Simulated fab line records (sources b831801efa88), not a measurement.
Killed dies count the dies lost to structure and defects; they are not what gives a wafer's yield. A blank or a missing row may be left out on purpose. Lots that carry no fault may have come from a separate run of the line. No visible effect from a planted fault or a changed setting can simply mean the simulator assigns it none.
Struck lot and sound lot, side by side | flow sky130 | 14 out of 708 route steps
Sound: these wafers, L864.1, L864.3, L864.4. The struck wafers were L875.1, L875.4, L875.5. The cause comes at the end.
Order at every step that has rows: each side's tool, ch and its chambers, its first start. Under that, the readings that differ: sound wafers | struck wafers | difference of the means | sigmas: that difference in standard deviations of wafers without a fault.
alike: words and numbers the same on both sides, and readings whose means are apart by under 2 such deviations; not compared: readings that were withheld, readings missing a value for some wafer, numbers with overlapping values and no deviation given by the record, and bounds like >300 which may hide the same value.
The two part at a step that has a row with sigmas, a row that says differs or no value, or rows on one side only. Numbers that have no deviation but don't overlap get no sigmas and don't part them. A reading missing from all wafers of one side parts the sides only when that side holds two or more wafers.

SKY_LOCAL_INTERCONNECT_RS_MEAS_01: a four-point-probe measurement.
  sound: film-metro-04 at day 31 09:21; struck: film-metro-04 at day 35 21:06
  alike: LOCAL_INTERCONNECT_TIN_RS
SKY_LOCAL_INTERCONNECT_THK_MEAS_02: measures by xrf.
  sound: film-metro-04 at day 31 09:28; struck: film-metro-04 at day 35 21:13
  alike: LOCAL_INTERCONNECT_TIN_THK
then, 8 steps without rows for these wafers: SKY_LOCAL_INTERCONNECT_DEHYDRATE_03 (time 60 s); SKY_LOCAL_INTERCONNECT_HMDS_04 (prime time 60 s); SKY_LOCAL_INTERCONNECT_COAT_05 (resist thk 60 nm); SKY_LOCAL_INTERCONNECT_COAT_06 (resist thk 450 nm); SKY_LOCAL_INTERCONNECT_SOFTBAKE_07 (time 90 s); SKY_LOCAL_INTERCONNECT_EXPOSE_08 (exposes mask LI1M, target cd 170 nm); SKY_LOCAL_INTERCONNECT_PEB_09; SKY_LOCAL_INTERCONNECT_DEVELOP_10 (develop time 60 s).
SKY_LOCAL_INTERCONNECT_CD_MEAS_11: the cd target is 170 nm.
  sound: cd-sem-02 at day 32 12:55; struck: cd-sem-02 at day 36 23:18
  alike: cd-nm
SKY_LOCAL_INTERCONNECT_OVL_MEAS_12:
  sound: overlay-02 at day 32 13:02; struck: overlay-02 at day 36 23:25
  alike: LOCAL_INTERCONNECT_OVL
SKY_LOCAL_INTERCONNECT_ETCH_13: etches BARC in N2/H2, stops on SiO2, time 45.9 s, target depth 60 nm.
  sound on rie-metal-04 ch 0,1, day 32 13:04; struck on rie-metal-01 ch 1, day 36 23:28
  reading                                                   | sound             | struck            | difference | sigmas
  rf-fwd-power-W (W)                                        | 491.0 489.8 490.9 | 495.7 498.1 495.2 | +5.8       | +3
  model.KrF-thick_of_LOCAL_INTERCONNECT_COAT_06.thk-nm (nm) | 393.6 394 392.6   | 394.8 395.4 395.2 | +1.7       |
  alike: drypump-motor-current-A, h2-flow-sccm, oes-product-au, throttle-valve-pct
  not compared: rf-hours-counter-h
SKY_LOCAL_INTERCONNECT_METAL_ETCH_14: etches TiN in Cl2/BCl3, stops on PSG, target depth 110 nm, time 31.4 s.
  sound on rie-metal-04 ch 0,1, day 32 13:08; struck on rie-metal-01 ch 1, day 36 23:31
  reading            | sound       | struck      | difference | sigmas
  rf-fwd-power-W (W) | 880 878 878 | 893 892 894 | +14        | +2
  alike: drypump-motor-current-A, oes-product-au, throttle-valve-pct
  not compared: rf-hours-counter-h

== WHERE THEY PART ==
At SKY_LOCAL_INTERCONNECT_ETCH_13 first; at SKY_LOCAL_INTERCONNECT_METAL_ETCH_14 last (within this record only).

WHY: what the simulator had put in
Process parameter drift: rie-metal-01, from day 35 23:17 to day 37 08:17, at SKY_LOCAL_INTERCONNECT_ETCH_13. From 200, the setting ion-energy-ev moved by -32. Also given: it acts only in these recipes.
